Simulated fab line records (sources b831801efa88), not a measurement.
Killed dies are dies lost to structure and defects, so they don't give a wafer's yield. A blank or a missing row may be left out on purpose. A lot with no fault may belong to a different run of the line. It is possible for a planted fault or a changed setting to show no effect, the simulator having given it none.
fab line records -- flow sky130
[record] lots = 11, wafers = 33, lastDay = 50
route steps=708 shown SONOS_ONO@183 GATE_OXIDE@201 POLY_GATE@228 LDD_P@257 PAD_OPEN@708
lots that met no fault: from a run of the same line without faults
startH: hours from the record's first day to the start of the lot's first wafer shown -- waitH: hours since the lot's step before -- " repeats the value in the row above -- L1.1+2: one row covering several wafers at once -- - no value, or no start was given -- * or withheld: withheld -- < > ~ a bound
route shown NAME@n: a module of which the file shows steps, and the number in the route of the first -- usual: mean/standard deviation of fault-free wafers -- same: alike in all rows -- chamber/n: place in a boat -- sites: readings site by site -- _std_site: their standard deviation -- _edge_site: the outer-site mean with the inner-site mean subtracted -- radiusMm: for every site, how far away it sits from the centre of the wafer -- mask NAME#n: copy n -- behind: tool/chamber where the wafer was last shaped -- hold: reason for holding the lot/hours on hold/outcome of the hold -- device: names the non-switching transistor (n, p or np) -- end of line: at the end of the route, the tests of the same wafers -- a step given without rows: its recipe and nothing more -- killed: dies that structure and defects cost at the first sort, which is not the same as the wafer's yield -- map: dies across one wafer; x = killed, . = not, _ = none there
set.NAME: the setting that was run; set.NAME@STEP: the one run at that earlier step -- model.NAME: the simulator's own value behind a step, which no gauge read
the route's steps for a sample of lots (tables are steps, rows are wafers)
services: when a tool's chamber went out of use (startH, in hours from the record's first day, below 0 if earlier), for how many hours, and the reason
[[steps]]
[step SKY_SONOS_ONO_ETCH_15]
[recipe] targetDepthNm = 19.52, chemistry = CHF3/O2, sourceW = 577.7, biasW = 200, pressureMtorr = 40, chf3FlowSccm = 50, O2_flow_sccm = 5, timeS = 7.8
[usual] drypumpMotorCurrentA = 5.7/0.52, oesProductAu = 0.993/0.011, throttleValvePct = 8.823/0.0095
lot.wafer,tool,chamber,startH,waitH,drypumpMotorCurrentA,oesProductAu,rfHoursCounterH,throttleValvePct
L435.1,rieDiel-04,2,293.94,0.0,5.5,0.984,7,8.815
L435.3,rieDiel-04,1,293.94,0.0,6.3,1.013,111,8.833
L435.5,rieDiel-04,1,293.94,0.0,6.3,1.016,-,8.828
L437.2,rieDiel-04,3,308.89,0.0,4.9,0.970,6,8.825
L437.3,rieDiel-04,2,308.89,0.0,5.5,0.977,7,8.817
L437.6,rieDiel-04,0,308.89,0.0,6.2,0.995,-,8.828
L439.2,rieDiel-04,3,326.01,0.0,4.9,0.967,6,8.815
L439.4,rieDiel-04,1,326.01,0.0,6.3,0.987,112,8.834
L439.6,rieDiel-04,2,326.01,0.0,5.6,0.974,-,8.833
L443.3,rieDiel-03,1,372.54,0.0,5.4,0.978,59,8.815
L443.5,rieDiel-03,2,372.54,0.0,5.1,1.000,-,8.830
L443.6,rieDiel-03,1,372.54,0.0,5.4,0.986,-,8.818
L445.2,rieDiel-03,3,382.24,0.0,6.3,1.003,40,8.818
L445.3,rieDiel-03,1,382.24,0.0,5.4,0.991,59,8.818
L445.4,rieDiel-03,0,382.24,0.0,5.8,0.975,105,8.824
L446.2,rieDiel-03,2,393.69,0.0,5.1,1.022,3,8.825
L446.5,rieDiel-03,2,393.69,0.0,5.1,1.004,-,8.820
L446.6,rieDiel-03,1,393.69,0.0,5.4,0.998,-,8.829
L450.2,rieDiel-03,1,421.66,0.0,5.4,1.000,60,8.823
L450.3,rieDiel-03,3,421.66,0.0,6.3,1.005,41,8.833
L450.5,rieDiel-03,2,421.66,0.0,5.1,0.994,-,8.833
L451.1,rieDiel-03,1,431.09,0.0,5.4,0.986,60,8.843
L451.3,rieDiel-03,2,431.09,0.0,5.1,0.989,4,8.828
L451.5,rieDiel-03,3,431.09,0.0,6.3,0.991,-,8.832
L454.2,rieDiel-04,2,441.44,0.0,5.6,0.984,9,8.821
L454.4,rieDiel-04,0,441.44,0.0,6.2,0.988,0,8.820
L454.5,rieDiel-04,3,441.44,0.0,4.9,0.982,-,8.815
L455.1,rieDiel-01,2,463.74,0.0,6.3,0.993,5,8.833
L455.2,rieDiel-01,0,463.74,0.0,5.5,0.975,3,8.808
L455.6,rieDiel-01,1,463.74,0.0,5.7,1.003,-,8.813
L456.3,rieDiel-04,1,471.11,0.0,6.3,0.976,1,8.806
L456.5,rieDiel-04,3,471.11,0.0,4.9,0.967,-,8.829
L456.6,rieDiel-04,2,471.11,0.0,5.5,0.990,-,8.836
[step SKY_GATE_OXIDE_TW_MEAS_14]
[usual] GATE_OXIDE_TW = 225.3/1.7
lot.wafer,tool,chamber,startH,waitH,GATE_OXIDE_TW
L435.1,filmMetro-02,-,321.82,0.1,222.8
L435.3,filmMetro-02,-,321.82,0.1,222.0
L435.5,filmMetro-02,-,321.82,0.1,222.3
L437.2,filmMetro-03,-,336.56,0.1,225.8
L437.3,filmMetro-03,-,336.56,0.1,225.7
L437.6,filmMetro-03,-,336.56,0.1,225.9
L439.2,filmMetro-02,-,355.95,0.1,224.3
L439.4,filmMetro-02,-,355.95,0.1,223.9
L439.6,filmMetro-02,-,355.95,0.1,222.5
L443.3,filmMetro-03,-,405.56,0.1,226.2
L443.5,filmMetro-03,-,405.56,0.1,226.6
L443.6,filmMetro-03,-,405.56,0.1,226.8
L445.2,filmMetro-03,-,415.58,0.2,228.2
L445.3,filmMetro-03,-,415.58,0.2,226.8
L445.4,filmMetro-03,-,415.58,0.2,226.4
L446.2,filmMetro-03,-,427.08,0.1,225.7
L446.5,filmMetro-03,-,427.08,0.1,227.0
L446.6,filmMetro-03,-,427.08,0.1,226.8
L450.2,filmMetro-03,-,454.67,0.1,226.0
L450.3,filmMetro-03,-,454.67,0.1,227.1
L450.5,filmMetro-03,-,454.67,0.1,226.4
L451.1,filmMetro-03,-,464.55,0.1,227.7
L451.3,filmMetro-03,-,464.55,0.1,228.3
L451.5,filmMetro-03,-,464.55,0.1,226.5
L454.2,filmMetro-01,-,475.00,0.1,224.9
L454.4,filmMetro-01,-,475.00,0.1,224.9
L454.5,filmMetro-01,-,475.00,0.1,225.4
L455.1,filmMetro-01,-,495.75,0.1,225.3
L455.2,filmMetro-01,-,495.75,0.1,224.2
L455.6,filmMetro-01,-,495.75,0.1,225.2
L456.3,filmMetro-02,-,504.09,0.1,222.7
L456.5,filmMetro-02,-,504.09,0.1,223.4
L456.6,filmMetro-02,-,504.09,0.1,222.3
[step SKY_POLY_GATE_OVL_MEAS_14]
[usual] POLY_GATE_OVL = -3/6
lot.wafer,tool,chamber,startH,waitH,POLY_GATE_OVL[nm]
L435.1,overlay-02,-,383.70,0.1,4
L435.3,overlay-02,-,383.70,0.1,2
L435.5,overlay-02,-,383.70,0.1,1
L437.2,overlay-02,-,396.06,0.1,-1
L437.3,overlay-02,-,396.06,0.1,-4
L437.6,overlay-02,-,396.06,0.1,2
L439.2,overlay-01,-,426.16,0.1,-1
L439.4,overlay-01,-,426.16,0.1,-3
L439.6,overlay-01,-,426.16,0.1,5
L443.3,overlay-02,-,474.12,0.1,0
L443.5,overlay-02,-,474.12,0.1,3
L443.6,overlay-02,-,474.12,0.1,1
L445.2,overlay-02,-,482.31,0.1,-13
L445.3,overlay-02,-,482.31,0.1,-9
L445.4,overlay-02,-,482.31,0.1,-10
L446.2,overlay-02,-,494.96,0.1,-3
L446.5,overlay-02,-,494.96,0.1,-3
L446.6,overlay-02,-,494.96,0.1,-1
L450.2,overlay-01,-,522.13,0.1,4
L450.3,overlay-01,-,522.13,0.1,0
L450.5,overlay-01,-,522.13,0.1,2
L451.1,overlay-02,-,531.45,0.1,0
L451.3,overlay-02,-,531.45,0.1,-5
L451.5,overlay-02,-,531.45,0.1,-1
L454.2,overlay-02,-,542.26,0.1,7
L454.4,overlay-02,-,542.26,0.1,9
L454.5,overlay-02,-,542.26,0.1,-3
L455.1,overlay-02,-,561.42,0.1,-4
L455.2,overlay-02,-,561.42,0.1,1
L455.6,overlay-02,-,561.42,0.1,0
L456.3,overlay-01,-,568.86,0.1,-8
L456.5,overlay-01,-,568.86,0.1,-4
L456.6,overlay-01,-,568.86,0.1,-7
[step SKY_LDD_P_COAT_02]
[recipe] resist = NOVOLAK, spinRpm = 3000, resistThkNm = 1140
[usual] spinSpeedRpm = 2999.9/2.1
lot.wafer,tool,chamber,startH,waitH,spinSpeedRpm
L435.1,lithoTrack-01,0,430.38,0.1,3002.5
L435.3,lithoTrack-01,0,430.38,0.1,3001.0
L435.5,lithoTrack-01,0,430.38,0.1,2997.5
L437.2,lithoTrack-04,0,445.38,0.1,2999.6
L437.3,lithoTrack-04,0,445.38,0.1,2999.6
L437.6,lithoTrack-04,0,445.38,0.1,3002.3
L439.2,lithoTrack-04,0,474.88,0.1,2996.3
L439.4,lithoTrack-04,0,474.88,0.1,2999.5
L439.6,lithoTrack-04,0,474.88,0.1,2998.0
L443.3,lithoTrack-04,0,522.51,0.1,3407.7
L443.5,lithoTrack-04,0,522.51,0.1,3407.6
L443.6,lithoTrack-04,0,522.51,0.1,3404.0
L445.2,lithoTrack-04,0,530.88,0.1,3407.3
L445.3,lithoTrack-04,0,530.88,0.1,3406.8
L445.4,lithoTrack-04,0,530.88,0.1,3405.6
L446.2,lithoTrack-02,0,544.43,0.1,3000.0
L446.5,lithoTrack-02,0,544.43,0.1,3000.1
L446.6,lithoTrack-02,0,544.43,0.1,2995.1
L450.2,lithoTrack-01,0,570.25,0.1,2997.5
L450.3,lithoTrack-01,0,570.25,0.1,2997.8
L450.5,lithoTrack-01,0,570.25,0.1,3000.3
L451.1,lithoTrack-02,0,578.15,0.1,3000.7
L451.3,lithoTrack-02,0,578.15,0.1,3002.2
L451.5,lithoTrack-02,0,578.15,0.1,3003.2
L454.2,lithoTrack-02,0,589.97,0.1,3000.6
L454.4,lithoTrack-02,0,589.97,0.1,2994.7
L454.5,lithoTrack-02,0,589.97,0.1,2998.5
L455.1,lithoTrack-02,0,608.80,0.1,2998.5
L455.2,lithoTrack-02,0,608.80,0.1,3006.0
L455.6,lithoTrack-02,0,608.80,0.1,3000.7
L456.3,lithoTrack-04,0,614.76,0.1,2999.3
L456.5,lithoTrack-04,0,614.76,0.1,2998.3
L456.6,lithoTrack-04,0,614.76,0.1,2999.2
[step SKY_LDD_P_CD_MEAS_07]
[recipe] targetCdNm = 380
[usual] cdNm = 379.7/3
lot.wafer,tool,chamber,startH,waitH,cdNm
L435.1,cdSem-02,-,444.68,0.1,375.1
L435.3,cdSem-02,-,444.68,0.1,376.2
L435.5,cdSem-02,-,444.68,0.1,377.6
L437.2,cdSem-01,-,460.92,0.1,376.5
L437.3,cdSem-01,-,460.92,0.1,376.7
L437.6,cdSem-01,-,460.92,0.1,376.3
L439.2,cdSem-01,-,489.73,0.1,382.3
L439.4,cdSem-01,-,489.73,0.1,384.2
L439.6,cdSem-01,-,489.73,0.1,381.4
L443.3,cdSem-01,-,537.72,0.1,390.0
L443.5,cdSem-01,-,537.72,0.1,388.9
L443.6,cdSem-01,-,537.72,0.1,388.9
L445.2,cdSem-01,-,546.08,0.1,385.8
L445.3,cdSem-01,-,546.08,0.1,388.6
L445.4,cdSem-01,-,546.08,0.1,387.4
L446.2,cdSem-01,-,559.32,0.1,375.8
L446.5,cdSem-01,-,559.32,0.1,375.4
L446.6,cdSem-01,-,559.32,0.1,376.4
L450.2,cdSem-01,-,584.85,0.1,378.7
L450.3,cdSem-01,-,584.85,0.1,375.4
L450.5,cdSem-01,-,584.85,0.1,376.9
L451.1,cdSem-02,-,592.75,0.1,380.9
L451.3,cdSem-02,-,592.75,0.1,384.4
L451.5,cdSem-02,-,592.75,0.1,384.5
L454.2,cdSem-01,-,604.92,0.1,380.5
L454.4,cdSem-01,-,604.92,0.1,378.7
L454.5,cdSem-01,-,604.92,0.1,382.7
L455.1,cdSem-01,-,622.93,0.1,380.4
L455.2,cdSem-01,-,622.93,0.1,382.8
L455.6,cdSem-01,-,622.93,0.1,379.3
L456.3,cdSem-01,-,630.09,0.1,380.3
L456.5,cdSem-01,-,630.09,0.1,378.6
L456.6,cdSem-01,-,630.09,0.1,377.5
[step SKY_LDD_P_STRIP_10]
[recipe] chemistry = O2/N2, powerW = 1400, pressureMtorr = 1500, platenTempC = withheld, o2FlowSccm = 3000, n2FlowSccm = 300, overashFraction = 0.5
[usual] drypumpMotorCurrentA = 5.6/0.35, oesProductAu = 0.715/0.0046, stripTimeToEndpointS = 14.17/0.033
lot.wafer,tool,chamber,startH,waitH,drypumpMotorCurrentA,oesProductAu,rfHoursCounterH,stripTimeToEndpointS
L435.1,plasmaAsher-01,0,444.99,0.1,5.4,0.712,27,14.15
L435.3,plasmaAsher-01,0,444.99,0.1,5.4,0.720,-,14.11
L435.5,plasmaAsher-01,0,444.99,0.1,5.4,0.716,-,14.13
L437.2,plasmaAsher-01,1,461.21,0.1,5.8,0.712,29,14.20
L437.3,plasmaAsher-01,0,461.21,0.1,5.3,0.721,-,14.21
L437.6,plasmaAsher-01,0,461.21,0.1,5.4,0.723,-,14.19
L439.2,plasmaAsher-04,1,490.01,0.1,5.9,0.708,67,14.18
L439.4,plasmaAsher-04,0,490.01,0.1,5.0,0.722,-,14.14
L439.6,plasmaAsher-04,1,490.01,0.1,5.8,0.713,-,14.23
L443.3,plasmaAsher-04,0,538.02,0.1,5.0,0.711,-,13.36
L443.5,plasmaAsher-04,1,538.02,0.1,5.9,0.720,-,13.36
L443.6,plasmaAsher-04,0,538.02,0.1,4.9,0.718,-,13.34
L445.2,plasmaAsher-03,1,546.36,0.1,6.0,0.723,12,13.33
L445.3,plasmaAsher-03,0,546.36,0.1,5.8,0.707,-,13.35
L445.4,plasmaAsher-03,1,546.36,0.1,6.0,0.720,-,13.33
L446.2,plasmaAsher-01,1,559.61,0.1,5.8,0.713,38,14.16
L446.5,plasmaAsher-01,1,559.61,0.1,5.8,0.717,-,14.16
L446.6,plasmaAsher-01,0,559.61,0.1,5.3,0.717,-,14.17
L450.2,plasmaAsher-01,0,585.14,0.1,5.3,0.715,41,14.13
L450.3,plasmaAsher-01,0,585.14,0.1,5.3,0.711,-,14.15
L450.5,plasmaAsher-01,1,585.14,0.1,5.8,0.711,-,14.11
L451.1,plasmaAsher-04,1,593.06,0.1,5.9,0.720,78,14.18
L451.3,plasmaAsher-04,0,593.06,0.1,5.0,0.708,-,14.13
L451.5,plasmaAsher-04,1,593.06,0.1,5.9,0.708,-,14.18
L454.2,plasmaAsher-04,1,605.21,0.1,5.9,0.720,79,14.19
L454.4,plasmaAsher-04,0,605.21,0.1,4.9,0.713,-,14.20
L454.5,plasmaAsher-04,1,605.21,0.1,5.9,0.719,-,14.14
L455.1,plasmaAsher-01,0,623.24,0.1,5.4,0.721,45,14.23
L455.2,plasmaAsher-01,1,623.24,0.1,5.8,0.709,45,14.15
L455.6,plasmaAsher-01,0,623.24,0.1,5.3,0.715,-,14.22
L456.3,plasmaAsher-04,1,630.39,0.1,5.8,0.714,-,14.11
L456.5,plasmaAsher-04,0,630.39,0.1,5.0,0.723,-,14.16
L456.6,plasmaAsher-04,1,630.39,0.1,5.9,0.708,-,14.12
[step SKY_PAD_OPEN_PROBE_99]
[usual] killed_at_M0_to_M3 = 43/6.5, killed_at_M4_up = 3.1/1.8, killedAtContacts = 24/4.8, killedAtFrontEnd = 15/4.7, killedAtOther = 0.3/0.58, killedDies = 86/8.6, killedOpen = 47/6.7, killedShort = 39/6.1
[same] grossDies = 492, killedAtBackSide = 0
lot.wafer,tool,chamber,startH,waitH,killed_at_M0_to_M3,killed_at_M4_up,killedAtContacts,killedAtFrontEnd,killedAtOther,killedDies,killedOpen,killedShort
L435.1,prober-01,-,1078.40,0.1,40,3,24,15,0,82,56,26
L435.3,prober-01,-,1078.50,0.2,47,4,18,24,0,93,59,34
L435.5,prober-01,-,1078.60,0.2,38,2,20,9,1,70,36,34
L445.2,prober-01,-,1145.46,0.1,56,2,17,19,0,94,50,44
L445.3,prober-01,-,1145.51,0.2,52,2,24,17,0,95,43,52
L445.4,prober-01,-,1145.56,0.2,53,1,23,24,1,102,55,47
L446.2,prober-02,-,1157.12,0.1,52,2,28,12,0,94,52,42
L446.5,prober-02,-,1157.27,0.2,44,7,23,20,0,94,42,52
L446.6,prober-02,-,1157.32,0.2,35,3,26,19,0,83,48,35
L450.2,prober-01,-,1176.09,0.1,53,0,23,17,0,93,51,42
L450.3,prober-01,-,1176.14,0.2,49,2,13,11,2,77,44,33
L450.5,prober-01,-,1176.24,0.2,36,5,21,12,1,75,37,38
L451.1,prober-02,-,1177.00,0.1,30,3,30,21,0,84,47,37
L451.3,prober-02,-,1177.10,0.2,39,2,30,13,0,84,53,31
L451.5,prober-02,-,1177.20,0.2,34,3,16,20,0,73,48,25
// killed by level:class
L435.1 VIA1:geometricParticle:open=10 LI_CONTACT:geometricParticle:open=9 VIA2:geometricParticle:open=9 CONTACT:geometricParticle:open=7 POLY_GATE:geometricParticle:open=6 VIA3:geometricParticle:open=6 FIELD_ISO:geometricParticle:open=3 METAL1:geometricParticle:short=3
L435.3 VIA1:geometricParticle:open=13 VIA3:geometricParticle:open=12 POLY_GATE:geometricParticle:open=8 FIELD_ISO:geometricParticle:open=7 LI_CONTACT:geometricParticle:open=7 METAL1:geometricParticle:short=6 POLY_GATE:geometricParticle:short=5 CONTACT:geometricParticle:open=5
L435.5 VIA1:geometricParticle:open=8 VIA1:geometricParticle:short=7 CONTACT:geometricParticle:open=6 METAL2:geometricParticle:short=5 VIA3:geometricParticle:open=5 POLY_GATE:geometricParticle:short=4 LI_CONTACT:geometricParticle:open=4 CONTACT:geometricParticle:short=4
L445.2 VIA1:geometricParticle:open=18 VIA3:geometricParticle:open=12 FIELD_ISO:geometricParticle:short=8 METAL2:geometricParticle:short=6 VIA3:geometricParticle:short=6 LOCAL_INTERCONNECT:geometricParticle:short=5 FIELD_ISO:geometricParticle:open=4 POLY_GATE:geometricParticle:short=4
L445.3 VIA1:geometricParticle:short=9 CONTACT:geometricParticle:open=9 VIA3:geometricParticle:open=9 VIA1:geometricParticle:open=9 FIELD_ISO:geometricParticle:short=8 VIA2:geometricParticle:open=6 LI_CONTACT:geometricParticle:short=5 METAL1:geometricParticle:short=5
L445.4 VIA1:geometricParticle:open=20 FIELD_ISO:geometricParticle:short=13 LI_CONTACT:geometricParticle:open=9 VIA2:geometricParticle:open=8 VIA3:geometricParticle:open=6 LOCAL_INTERCONNECT:geometricParticle:short=5 VIA1:geometricParticle:short=5 FIELD_ISO:geometricParticle:open=4
L446.2 CONTACT:geometricParticle:open=12 VIA1:geometricParticle:short=11 VIA1:geometricParticle:open=8 VIA2:geometricParticle:open=7 METAL1:geometricParticle:short=7 LI_CONTACT:geometricParticle:open=6 METAL3:geometricParticle:short=6 LOCAL_INTERCONNECT:geometricParticle:short=5
L446.5 CONTACT:geometricParticle:open=9 VIA1:geometricParticle:open=8 FIELD_ISO:geometricParticle:short=7 METAL2:geometricParticle:short=7 LOCAL_INTERCONNECT:geometricParticle:short=6 METAL4:geometricParticle:short=6 VIA3:geometricParticle:open=6 POLY_GATE:geometricParticle:short=5
L446.6 CONTACT:geometricParticle:open=12 VIA3:geometricParticle:open=9 FIELD_ISO:geometricParticle:open=8 METAL2:geometricParticle:short=7 LI_CONTACT:geometricParticle:open=6 VIA1:geometricParticle:open=6 FIELD_ISO:geometricParticle:short=5 METAL1:geometricParticle:short=4
L450.2 VIA1:geometricParticle:open=13 LI_CONTACT:geometricParticle:open=8 METAL2:geometricParticle:short=6 VIA1:geometricParticle:short=6 METAL1:geometricParticle:short=6 METAL1:geometricParticle:open=5 VIA3:geometricParticle:open=5 FIELD_ISO:geometricParticle:open=4
L450.3 VIA1:geometricParticle:open=10 METAL1:geometricParticle:short=9 VIA2:geometricParticle:open=9 CONTACT:geometricParticle:open=8 POLY_GATE:geometricParticle:open=5 VIA2:geometricParticle:short=5 VIA3:geometricParticle:open=5 POLY_GATE:geometricParticle:short=4
L450.5 VIA1:geometricParticle:open=7 CONTACT:geometricParticle:open=6 VIA3:geometricParticle:open=6 VIA1:geometricParticle:short=5 POLY_GATE:geometricParticle:short=4 METAL4:geometricParticle:short=4 LI_CONTACT:geometricParticle:open=4 CONTACT:geometricParticle:short=4
L451.1 POLY_GATE:geometricParticle:open=11 LI_CONTACT:geometricParticle:open=9 VIA1:geometricParticle:open=9 LI_CONTACT:geometricParticle:short=8 CONTACT:geometricParticle:open=7 METAL1:geometricParticle:short=6 CONTACT:geometricParticle:short=4 VIA3:geometricParticle:open=4
L451.3 VIA1:geometricParticle:open=13 LI_CONTACT:geometricParticle:open=11 CONTACT:geometricParticle:open=10 POLY_GATE:geometricParticle:open=6 VIA2:geometricParticle:short=5 METAL2:geometricParticle:short=5 VIA1:geometricParticle:short=4 CONTACT:geometricParticle:short=4
L451.5 VIA1:geometricParticle:open=10 POLY_GATE:geometricParticle:open=8 LI_CONTACT:geometricParticle:open=7 VIA1:geometricParticle:short=7 FIELD_ISO:geometricParticle:short=6 CONTACT:geometricParticle:open=5 VIA3:geometricParticle:open=5 VIA2:geometricParticle:open=5
[[services]]
tool,chamber,startH,hours,kind
rieDiel-03,3,285.15,7.0,repair
rieDiel-03,0,290.05,5.4,repair
rieDiel-03,2,300.19,55.1,repair
plasmaAsher-01,-,310.31,49.4,repair
rieDiel-03,0,315.97,9.4,repair
rieDiel-03,3,316.37,5.7,repair
rieDiel-04,0,326.32,7.6,repair
plasmaAsher-01,-,330.98,1.9,repair
rieDiel-04,0,347.81,3.9,repair
rieDiel-03,0,396.52,10.1,repair
plasmaAsher-01,-,419.64,2.3,repair
rieDiel-03,-,435.35,2.8,pm
plasmaAsher-01,-,439.77,1.3,repair
plasmaAsher-01,-,440.70,2.7,repair
rieDiel-04,2,524.26,7.0,repair
rieDiel-03,0,536.05,48.8,repair
rieDiel-04,1,539.61,3.2,repair
rieDiel-04,0,548.08,6.6,repair
rieDiel-04,1,588.34,5.0,repair
rieDiel-04,-,601.29,2.8,repair
rieDiel-03,0,608.50,5.8,repair
rieDiel-04,1,608.68,3.3,repair
rieDiel-04,1,627.03,1.5,repair
rieDiel-04,1,629.95,2.6,repair
[[key]]
[firstSign] step = SKY_LDD_P_COAT_02, reading = spinSpeedRpm, direction = up, sigmas = 99+, usual = 2999.9, struck = 3406.5
[effect] step = SKY_LDD_P_CD_MEAS_07, reading = cdNm, direction = up, sigmas = 2.9, usual = 379.7, struck = 388.2
[effect] step = SKY_LDD_P_STRIP_10, reading = stripTimeToEndpointS, direction = down, sigmas = 25, usual = *, struck = *
metAt SKY_LDD_P_COAT_02
struckLots L443,L445
testerLeftOut L443,L445
notActingAt SKY_SONOS_ONO_ETCH_15,SKY_GATE_OXIDE_TW_MEAS_14,SKY_POLY_GATE_OVL_MEAS_14
onsetBetween 474.88 522.51
[fault] kind = processParameterDrift, tool = lithoTrack-04, chamber = -, onsetH = 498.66, steps = SKY_LDD_P_COAT_02, channel = spinRpm, offset = 405.62, shape = step, endH = 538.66, actsIn = theseRecipesOnly, stated = 3000
// testerLeftOut: of these lots the tester's yield and bins aren't shown, on N5 and GAA mostly nor the transistor test; their killed dies are dies lost to structure and defects alone, not to doping, threshold or leakage, so they don't give the yield
